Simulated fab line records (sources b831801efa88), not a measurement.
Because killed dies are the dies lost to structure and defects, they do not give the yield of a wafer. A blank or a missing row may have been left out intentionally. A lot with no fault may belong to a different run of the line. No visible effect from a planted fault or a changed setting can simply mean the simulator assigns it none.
Which tool is to blame? | flow gf180mcu | Sampling: 12 lots, 36 wafers, 6 of 602 route steps

## WHAT EACH GAUGE READ, for each wafer
GF_M2_RS_MEAS_05: uses a four-point probe to measure. Usual: M2_ALCU_RS 0.0695 ohm/sq, standard deviation 0.00075.
lot  | measured     | on            | M2_ALCU_RS (ohm/sq)  | flag
L122 | day 18 04:08 | film-metro-04 | 0.0706 0.0701 0.0694 |
L125 | day 19 14:59 | film-metro-02 | 0.0692 0.0691 0.0687 |
L126 | day 20 09:29 | film-metro-04 | 0.0698 0.0696 0.0699 |
L128 | day 20 21:16 | film-metro-02 | 0.0648 0.0692 0.0693 |
L129 | day 21 10:40 | film-metro-04 | 0.0691 0.0682 0.0690 |
L131 | day 21 16:23 | film-metro-04 | 0.0693 0.0687 0.0693 |
L139 | day 24 10:47 | film-metro-04 | 0.0699 0.0706 0.0698 |
L140 | day 24 12:40 | film-metro-04 | 0.0692 0.0691 0.0683 |
L142 | day 24 22:44 | film-metro-02 | 0.0689 0.0705 0.0696 |
L143 | day 25 13:26 | film-metro-01 | 0.0699 0.0696 0.0689 |
L144 | day 25 20:16 | film-metro-02 | 0.0703 0.0693 0.0695 |
L145 | day 26 06:05 | film-metro-01 | 0.0681 0.0688 0.0701 |

GF_M2_THK_MEAS_06: measures by xrf. Usual: M2_ALCU_THK 453 nm, standard deviation 5.3.
lot  | measured     | on            | M2_ALCU_THK (nm) | flag
L122 | day 18 04:14 | film-metro-04 | 443 447 453      |
L125 | day 19 15:07 | film-metro-02 | 456 453 459      |
L126 | day 20 09:36 | film-metro-04 | 452 457 453      |
L128 | day 20 21:23 | film-metro-02 | 488 456 459      |
L129 | day 21 10:47 | film-metro-04 | 456 461 458      |
L131 | day 21 16:31 | film-metro-04 | 454 459 454      |
L139 | day 24 10:54 | film-metro-04 | 451 448 452      |
L140 | day 24 12:46 | film-metro-04 | 458 457 463      |
L142 | day 24 22:51 | film-metro-02 | 457 445 453      |
L143 | day 25 13:33 | film-metro-01 | 445 449 457      |
L144 | day 25 20:22 | film-metro-02 | 446 453 454      |
L145 | day 26 06:13 | film-metro-01 | 457 456 446      |

GF_V2_BOW_MEAS_05. Usual: V2_BOW 97 um, standard deviation 8.2.
lot  | measured     | on            | V2_BOW (um) | flag
L122 | day 19 06:13 | film-metro-04 | 110 99 111  |
L125 | day 20 16:21 | film-metro-04 | 86 104 82   |
L126 | day 21 11:00 | film-metro-03 | 110 103 103 |
L128 | day 21 22:34 | film-metro-04 | 103 93 94   |
L129 | day 22 11:16 | film-metro-04 | 105 88 99   |
L131 | day 22 17:36 | film-metro-04 | 90 101 91   |
L139 | day 25 09:46 | film-metro-04 | 93 90 94    |
L140 | day 25 11:42 | film-metro-04 | 87 88 91    |
L142 | day 25 21:21 | film-metro-01 | 86 109 87   |
L143 | day 26 11:49 | film-metro-04 | 101 105 99  |
L144 | day 26 18:32 | film-metro-04 | 75 82 73    |
L145 | day 27 04:21 | film-metro-04 | 91 92 105   |

## WHAT TOOL EACH LOT RAN ON (gives the tool, then ch and the chambers of the sampled wafers, and finally the start)
lot  | GF_V1_CVD_02                    | GF_V1_SPUTTER_21             | GF_M2_SPUTTER_02
L122 | pecvd-02 ch 0,2, day 17 02:04   | pvd-sputter-04, day 18 03:12 | pvd-sputter-01, day 18 04:01
L125 | pecvd-04 ch 0,1,2, day 18 12:53 | pvd-sputter-04, day 19 14:05 | pvd-sputter-03, day 19 14:54
L126 | pecvd-02 ch 0,1,2, day 19 06:43 | pvd-sputter-02, day 20 08:34 | pvd-sputter-01, day 20 09:23
L128 | pecvd-04 ch 0,1, day 19 20:22   | pvd-sputter-02, day 20 20:20 | pvd-sputter-01, day 20 21:10
L129 | pecvd-02 ch 1,2, day 20 08:42   | pvd-sputter-02, day 21 09:46 | pvd-sputter-03, day 21 10:35
L131 | pecvd-04 ch 0,1,2, day 20 14:28 | pvd-sputter-02, day 21 15:29 | pvd-sputter-02, day 21 16:18
L139 | pecvd-02 ch 0,1,2, day 23 10:08 | pvd-sputter-03, day 24 09:51 | pvd-sputter-03, day 24 10:41
L140 | pecvd-04 ch 0,1,2, day 23 12:42 | pvd-sputter-04, day 24 11:44 | pvd-sputter-03, day 24 12:33
L142 | pecvd-01 ch 1,2, day 23 23:30   | pvd-sputter-02, day 24 21:48 | pvd-sputter-02, day 24 22:38
L143 | pecvd-01 ch 0,1, day 24 13:04   | pvd-sputter-04, day 25 12:18 | pvd-sputter-02, day 25 13:20
L144 | pecvd-04 ch 1,2, day 24 20:03   | pvd-sputter-02, day 25 19:19 | pvd-sputter-03, day 25 20:08
L145 | pecvd-02 ch 1,2, day 25 07:23   | pvd-sputter-04, day 26 05:11 | pvd-sputter-02, day 26 06:00
- GF_V1_CVD_02: deposits SiO2 from TEOS, target thk 850 nm, time 94.851 s.
- GF_V1_SPUTTER_21: material Ti, target thk 15 nm, time 80.02 s.
- GF_M2_SPUTTER_02: material AlCu, target thk 450 nm, time 23.9 s.

## AS READ BY THE TOOLS THEMSELVES (means over the sampled wafers that have a number; for cases with no such wafer, the mark the record gives instead)
GF_V1_CVD_02. Usual: heater-power-outer-w 411 W, standard deviation 86; heater-power-w 704 W, standard deviation 140; rf-fwd-power-W 596.0 W, standard deviation 2.3.
lot  | tool     | heater-power-outer-w (W) | heater-power-w (W) | rf-fwd-power-W (W) | flag
L122 | pecvd-02 | 406                      | 680                | 596.5              |
L125 | pecvd-04 | 382                      | 666                | 595.1              |
L126 | pecvd-02 | 469                      | 786                | 596.6              |
L128 | pecvd-04 | 370                      | 660                | 595.6              |
L129 | pecvd-02 | 526                      | 860                | 598.0              |
L131 | pecvd-04 | 403                      | 684                | 595.5              |
L139 | pecvd-02 | 481                      | 791                | 597.2              |
L140 | pecvd-04 | 398                      | 676                | 595.9              |
L142 | pecvd-01 | 412                      | 761                | 596.9              |
L143 | pecvd-01 | 370                      | 602                | 594.7              |
L144 | pecvd-04 | 353                      | 645                | 596.2              |
L145 | pecvd-02 | 512                      | 844                | 596.6              |

GF_V1_SPUTTER_21. Usual: throttle-valve-pct 30.4 %, standard deviation 0.96.
lot  | tool           | throttle-valve-pct (%) | flag
L122 | pvd-sputter-04 | 30.3                   |
L125 | pvd-sputter-04 | 30.3                   |
L126 | pvd-sputter-02 | 30.4                   |
L128 | pvd-sputter-02 | 30.5                   |
L129 | pvd-sputter-02 | 29.9                   |
L131 | pvd-sputter-02 | 30.3                   |
L139 | pvd-sputter-03 | 30.7                   |
L140 | pvd-sputter-04 | 30.4                   |
L142 | pvd-sputter-02 | 30.8                   |
L143 | pvd-sputter-04 | 30.5                   |
L144 | pvd-sputter-02 | 30.9                   |
L145 | pvd-sputter-04 | 30.5                   |

GF_M2_SPUTTER_02. Usual: throttle-valve-pct 30.0 %, standard deviation 1.2.
lot  | tool           | throttle-valve-pct (%) | flag
L122 | pvd-sputter-01 | 29.7                   |
L125 | pvd-sputter-03 | 29.7                   |
L126 | pvd-sputter-01 | 29.1                   |
L128 | pvd-sputter-01 | 29.6                   |
L129 | pvd-sputter-03 | 30.6                   |
L131 | pvd-sputter-02 | 30.1                   |
L139 | pvd-sputter-03 | 30.6                   |
L140 | pvd-sputter-03 | 30.7                   |
L142 | pvd-sputter-02 | 30.4                   |
L143 | pvd-sputter-02 | 31.4                   |
L144 | pvd-sputter-03 | 30.9                   |
L145 | pvd-sputter-02 | 30.3                   |

## THE ANSWER, worked out from the rows above alone
Rule: a lot counts as off when the mean over its wafers that have a number is more than 3 standard deviations away from the usual mean. Also off: a lot with no number at a reading for which 4 or more lots have one. The other lots that the step has rows for count as sound. The gauges are gone through in route order, then the tools' own readings, and for those a lot's mean is taken as printed above. At the first step where some lot is off, the reading lying furthest off is the one used; lots without a number count as furthest.
No lot is off at any reading shown: from this, nothing can be told.

## WHAT WAS PUT IN BY THE SIMULATOR
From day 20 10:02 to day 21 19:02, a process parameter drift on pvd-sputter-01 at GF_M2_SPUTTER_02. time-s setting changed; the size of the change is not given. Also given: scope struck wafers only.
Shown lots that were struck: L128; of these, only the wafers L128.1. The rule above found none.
